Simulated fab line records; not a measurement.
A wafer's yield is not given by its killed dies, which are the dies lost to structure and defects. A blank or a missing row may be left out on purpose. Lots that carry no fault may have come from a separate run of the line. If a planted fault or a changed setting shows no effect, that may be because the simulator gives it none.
A struck lot beside a sound one ; flow gf180mcu ; 17 steps out of a route of 602
Sound: these wafers, L233.1, L233.3, L233.5. Wafers struck: L236.2, L236.3, L236.6. The cause comes at the end.
Each step with rows lists, per side, the tool, then ch with its chambers, then its first start. Under that, the readings that differ: sound wafers ; struck wafers ; difference of the means ; sigmas: that difference in standard deviations of wafers without a fault.
alike: same words and numbers on both sides, and readings whose means sit less than 2 such deviations apart. not compared: any withheld reading, any reading some wafer has no value for, any bound like >300 that may hide the same value, and any number with overlapping values for which the record gives no deviation.
Wherever a step has rows on one side only, a row that says differs or no value, or a row with sigmas, the two part there. Numbers that have no deviation but don't overlap get no sigmas and don't part them. A reading missing from all wafers of one side parts the sides only when that side holds two or more wafers.

first, 3 steps without rows for these wafers: GF_V2_EXPOSE_11 (exposes mask Via2, target cd 260 nm); GF_V2_PEB_12 (peb time 90 s); GF_V2_DEVELOP_13 (develop time 60 s).
GF_V2_CD_MEAS_14: the cd target is 260 nm.
  sound: cdSem-02 at day 22 18:46; struck: cdSem-01 at day 23 14:22
  alike: cdNm
GF_V2_OVL_MEAS_15:
  sound: overlay-01 at day 22 18:53; struck: overlay-01 at day 23 14:28
reading;sound;struck;difference;sigmas
V2_OVL (nm);11 -1 14;-10 -3 -4;-14;-2
GF_V2_ETCH_16: etches BARC in N2/H2.
  sound on rieDiel-01 ch 2,3, day 22 18:55; struck on rieDiel-01 ch 0,3, day 23 14:29
  alike: drypumpMotorCurrentA, oesProductAu, throttleValvePct
GF_V2_ETCH_17: etches SiO2 in C4F8/O2/Ar, stops on TiN, target depth 630 nm.
  sound on rieDiel-01 ch 2,3; struck on rieDiel-01 ch 0,3
  alike: oesProductAu
GF_V2_STRIP_18: strips in O2/N2.
  sound on plasmaAsher-01 ch 0,1, day 22 19:03; struck on plasmaAsher-03 ch 0,1, day 23 14:37
  alike: drypumpMotorCurrentA, heaterPowerW, oesProductAu, platenTempC
  not compared: rfHoursCounterH
then, 3 steps without rows for these wafers: GF_V2_STRIP_19 (strips in post etch residue remover, time 1200 s); GF_V2_CLEAN_20 (cleans in DIW); GF_V2_SPUTTER_21 (material Ti, target thk 15 nm, time 80.02 s).
GF_V2_SPUTTER_22: material TiN, target thk 10 nm, time 40 s.
  sound: pvdSputter-01 at day 22 19:40; struck: pvdSputter-02 at day 23 15:13
  alike: chamberPressurePa, throttleValvePct
GF_V2_CVD_23: deposits W, target thk 350 nm, time 104.94 s.
  sound on cvdW-02 ch 0,1, day 22 19:42; struck on cvdW-02 ch 0,1, day 23 15:16
reading;sound;struck;difference;sigmas
model.W_of_V2_CVD_23.thkNm (nm);350.2 346.1 344.7;310.3 311.8 311.7;-35.7;
  alike: heaterPowerW
GF_V2_RS_MEAS_24: the measuring method here is four-point-probe.
  sound: filmMetro-03 at day 22 19:49; struck: filmMetro-02 at day 23 15:23
reading;sound;struck;difference;sigmas
V2_W_RS (ohm/sq);0.328 0.332 0.332;0.369 0.368 0.368;+0.038;+11
GF_V2_THK_MEAS_25: measures by xrf.
  sound: filmMetro-03 at day 22 19:56; struck: filmMetro-02 at day 23 15:30
reading;sound;struck;difference;sigmas
V2_W_THK (nm);364 361 357;322 323 322;-38;-6
GF_V2_CMP_26: polishes, stops on SiO2, t overpolish 15 s, target thk 0 nm.
  sound on cmp-02 ch 0,3, day 22 19:59; struck on cmp-01 ch 0,1,3, day 23 15:33
  alike: edgeZonePressureFrac, motorCurrentA, timeToEndpointS
-- the record jumps here: 8 days lie between the struck wafers' starts before and after (it left off in module V2 and takes up again in module PASSIVATION, whose first step shown is number 602 of the route) --
GF_PASSIVATION_PROBE_99:
  the record has rows for the struck wafers here (prober-01, day 31 16:08) and none for the sound ones

## WHERE THEY PART
Last at GF_PASSIVATION_PROBE_99 as far as this record goes, first at GF_V2_OVL_MEAS_15.

WHY: whatever the simulator had introduced
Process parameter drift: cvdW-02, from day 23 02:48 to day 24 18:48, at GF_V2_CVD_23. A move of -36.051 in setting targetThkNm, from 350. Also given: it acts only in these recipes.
